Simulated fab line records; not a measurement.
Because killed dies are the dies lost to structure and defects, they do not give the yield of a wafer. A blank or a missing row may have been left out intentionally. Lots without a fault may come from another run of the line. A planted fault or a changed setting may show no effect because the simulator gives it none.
Split-lot study || flow sky130 || 23 wafers read across 5 lots, on a route 708 steps long

## ABOUT THE SPLIT
At SKY_METAL2_METAL_ETCH_19 (etches the open film in Cl2/BCl3, stops on SiO2, target depth 360 nm, time 78 s), the setting timeS was moved away from the recipe's 78 s on 7 of the 23 wafers read, by -12.2% to -8.0%. This setting was run at the recipe's value on the other wafers.

The reading comes from the split's own step.

## THE READING
oesProductAu, in a.u., at SKY_METAL2_METAL_ETCH_19 (etches the open film in Cl2/BCl3, stops on SiO2, target depth 360 nm, time 78 s). Typical for fault-free wafers on this fab line: 0.851 a.u., with standard deviation 0.011 a.u.

{"wafer": "L078.2", "tool, chamber at the split": "rieMetal-01, 0", "timeS as run, s": 78, "against the recipe": "recipe", "oesProductAu, a.u.": 0.845, "against lot-mates on the recipe": "-"}
{"wafer": "L078.3", "tool, chamber at the split": "rieMetal-01, 1", "timeS as run, s": 78, "against the recipe": "recipe", "oesProductAu, a.u.": 0.842, "against lot-mates on the recipe": "-"}
{"wafer": "L078.6", "tool, chamber at the split": "rieMetal-01, 1", "timeS as run, s": 78, "against the recipe": "recipe", "oesProductAu, a.u.": 0.850, "against lot-mates on the recipe": "-"}
{"wafer": "L079.1", "tool, chamber at the split": "rieMetal-04, 0", "timeS as run, s": 78, "against the recipe": "recipe", "oesProductAu, a.u.": 0.837, "against lot-mates on the recipe": "-"}
{"wafer": "L079.2", "tool, chamber at the split": "rieMetal-04, 1", "timeS as run, s": 78, "against the recipe": "recipe", "oesProductAu, a.u.": 0.863, "against lot-mates on the recipe": "-"}
{"wafer": "L079.4", "tool, chamber at the split": "rieMetal-04, 0", "timeS as run, s": 78, "against the recipe": "recipe", "oesProductAu, a.u.": 0.839, "against lot-mates on the recipe": "-"}
{"wafer": "L079.5", "tool, chamber at the split": "rieMetal-04, 0", "timeS as run, s": 78, "against the recipe": "recipe", "oesProductAu, a.u.": 0.872, "against lot-mates on the recipe": "-"}
{"wafer": "L079.6", "tool, chamber at the split": "rieMetal-04, 1", "timeS as run, s": 78, "against the recipe": "recipe", "oesProductAu, a.u.": 0.860, "against lot-mates on the recipe": "-"}
{"wafer": "L080.1", "tool, chamber at the split": "rieMetal-04, 1", "timeS as run, s": 78, "against the recipe": "recipe", "oesProductAu, a.u.": 0.852, "against lot-mates on the recipe": "-"}
{"wafer": "L080.2", "tool, chamber at the split": "rieMetal-04, 0", "timeS as run, s": 71.68, "against the recipe": "-8.1%", "oesProductAu, a.u.": 0.888, "against lot-mates on the recipe": "+0.037"}
{"wafer": "L080.4", "tool, chamber at the split": "rieMetal-04, 1", "timeS as run, s": 71.68, "against the recipe": "-8.1%", "oesProductAu, a.u.": 0.891, "against lot-mates on the recipe": "+0.040"}
{"wafer": "L080.5", "tool, chamber at the split": "rieMetal-04, 1", "timeS as run, s": 78, "against the recipe": "recipe", "oesProductAu, a.u.": 0.858, "against lot-mates on the recipe": "-"}
{"wafer": "L080.6", "tool, chamber at the split": "rieMetal-04, 0", "timeS as run, s": 78, "against the recipe": "recipe", "oesProductAu, a.u.": 0.843, "against lot-mates on the recipe": "-"}
{"wafer": "L081.1", "tool, chamber at the split": "rieMetal-04, 0", "timeS as run, s": 78, "against the recipe": "recipe", "oesProductAu, a.u.": 0.868, "against lot-mates on the recipe": "-"}
{"wafer": "L081.2", "tool, chamber at the split": "rieMetal-04, 1", "timeS as run, s": 71.74, "against the recipe": "-8.0%", "oesProductAu, a.u.": 0.890, "against lot-mates on the recipe": "+0.035"}
{"wafer": "L081.3", "tool, chamber at the split": "rieMetal-04, 0", "timeS as run, s": 71.74, "against the recipe": "-8.0%", "oesProductAu, a.u.": 0.888, "against lot-mates on the recipe": "+0.033"}
{"wafer": "L081.4", "tool, chamber at the split": "rieMetal-04, 1", "timeS as run, s": 78, "against the recipe": "recipe", "oesProductAu, a.u.": 0.843, "against lot-mates on the recipe": "-"}
{"wafer": "L081.5", "tool, chamber at the split": "rieMetal-04, 0", "timeS as run, s": 71.74, "against the recipe": "-8.0%", "oesProductAu, a.u.": 0.879, "against lot-mates on the recipe": "+0.024"}
{"wafer": "L085.1", "tool, chamber at the split": "rieMetal-02, 0", "timeS as run, s": 68.49, "against the recipe": "-12.2%", "oesProductAu, a.u.": 0.949, "against lot-mates on the recipe": "+0.099"}
{"wafer": "L085.2", "tool, chamber at the split": "rieMetal-02, 1", "timeS as run, s": 68.49, "against the recipe": "-12.2%", "oesProductAu, a.u.": 0.930, "against lot-mates on the recipe": "+0.080"}
{"wafer": "L085.3", "tool, chamber at the split": "rieMetal-02, 1", "timeS as run, s": 78, "against the recipe": "recipe", "oesProductAu, a.u.": 0.849, "against lot-mates on the recipe": "-"}
{"wafer": "L085.4", "tool, chamber at the split": "rieMetal-02, 0", "timeS as run, s": 78, "against the recipe": "recipe", "oesProductAu, a.u.": 0.863, "against lot-mates on the recipe": "-"}
{"wafer": "L085.5", "tool, chamber at the split": "rieMetal-02, 1", "timeS as run, s": 78, "against the recipe": "recipe", "oesProductAu, a.u.": 0.837, "against lot-mates on the recipe": "-"}

FIT RESULTS
A straight line over all 23 wafers: oesProductAu changes by -0.0059 a.u. for each +1% of timeS; r = -0.91; the points scatter about the line by 0.013 a.u.
The same after taking each lot's own level away (the mean of its wafers on the recipe; 23 wafers): -0.00583 a.u. for each +1%; r = -0.90; scatter 0.013 a.u.
The reading moves by 0.071 a.u. for the largest change in timeS, on that fit.
From 0.8457 to 0.8555 a.u.: that is the span of the lots' own levels, equal to 0.9 times the standard deviation above.
So the lot-to-lot level changes the slope little: the two slopes agree.
Check: +0.0603 a.u. against its lot-mates is what the line predicts for one of the wafers moved furthest among these (-12.2%) when that wafer is left out of the fit. Against them it came out at +0.0993 a.u.
Tool readings at the split's step, against how far the setting was moved: oesProductAu r = -0.91.

## ADDITIONAL SPLITS CARRIED BY THESE WAFERS
Other splits were also applied to these wafers ahead of the reading. Each is held against what the fit with the lots' levels taken away leaves over:
{"other split on the same wafers": "SKY_LI_CONTACT_ETCH_15 biasW", "wafers away from the commonest value": 5, "r with oesProductAu (lot level and that fit taken away)": "+0.11"}
{"other split on the same wafers": "SKY_LI_CONTACT_SPUTTER_19 chamberPressurePa", "wafers away from the commonest value": 15, "r with oesProductAu (lot level and that fit taken away)": -0.18}
{"other split on the same wafers": "SKY_LOCAL_INTERCONNECT_COAT_05 resistThkNm", "wafers away from the commonest value": 8, "r with oesProductAu (lot level and that fit taken away)": -0.10}
{"other split on the same wafers": "SKY_LOCAL_INTERCONNECT_ETCH_13 ionEnergyEv", "wafers away from the commonest value": 4, "r with oesProductAu (lot level and that fit taken away)": "+0.26"}
{"other split on the same wafers": "SKY_CONTACT_ETCH_16 timeS", "wafers away from the commonest value": 11, "r with oesProductAu (lot level and that fit taken away)": -0.07}
{"other split on the same wafers": "SKY_CONTACT_CMP_27 tOverpolishS", "wafers away from the commonest value": 8, "r with oesProductAu (lot level and that fit taken away)": -0.42}
{"other split on the same wafers": "SKY_VIA1_CMP_02 leaveAboveRefNm", "wafers away from the commonest value": 9, "r with oesProductAu (lot level and that fit taken away)": "+0.11"}
{"other split on the same wafers": "SKY_VIA1_SPUTTER_20 timeS", "wafers away from the commonest value": 7, "r with oesProductAu (lot level and that fit taken away)": -0.13}
{"other split on the same wafers": "SKY_METAL2_SPUTTER_04 powerW", "wafers away from the commonest value": 6, "r with oesProductAu (lot level and that fit taken away)": -0.18}
{"other split on the same wafers": "SKY_METAL2_COAT_10 spinRpm", "wafers away from the commonest value": 6, "r with oesProductAu (lot level and that fit taken away)": -0.17}

## THE WHOLE CHAIN: every reading that the file lists as answering this split, in the file's order
{"step": "SKY_METAL2_METAL_ETCH_19", "what it does": "etches the open film in Cl2/BCl3, stops on SiO2, target depth 360 nm, time 78 s", "reading": "oesProductAu", "change (the file's fit)": "-0.00591 a.u. for each +1% of the setting", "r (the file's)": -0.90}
{"step": "SKY_METAL2_METAL_ETCH_19", "what it does": "etches the open film in Cl2/BCl3, stops on SiO2, target depth 360 nm, time 78 s", "reading": "KrF-thick_of_METAL2_COAT_10.thkNm (the simulator's own value, which no gauge read)", "change (the file's fit)": "-2.22 nm for each +1% of the setting", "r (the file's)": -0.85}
{"step": "SKY_METAL2_STRIP_20", "what it does": "strips in O2/N2", "reading": "stripTimeToEndpointS", "change (the file's fit)": "withheld for each +1% of the setting, in a fit together with spinRpm@METAL2_COAT_10", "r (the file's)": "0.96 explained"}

## THE FILE'S OWN FIT
oesProductAu changes by -0.00591 a.u. for each +1% of timeS, r = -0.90.
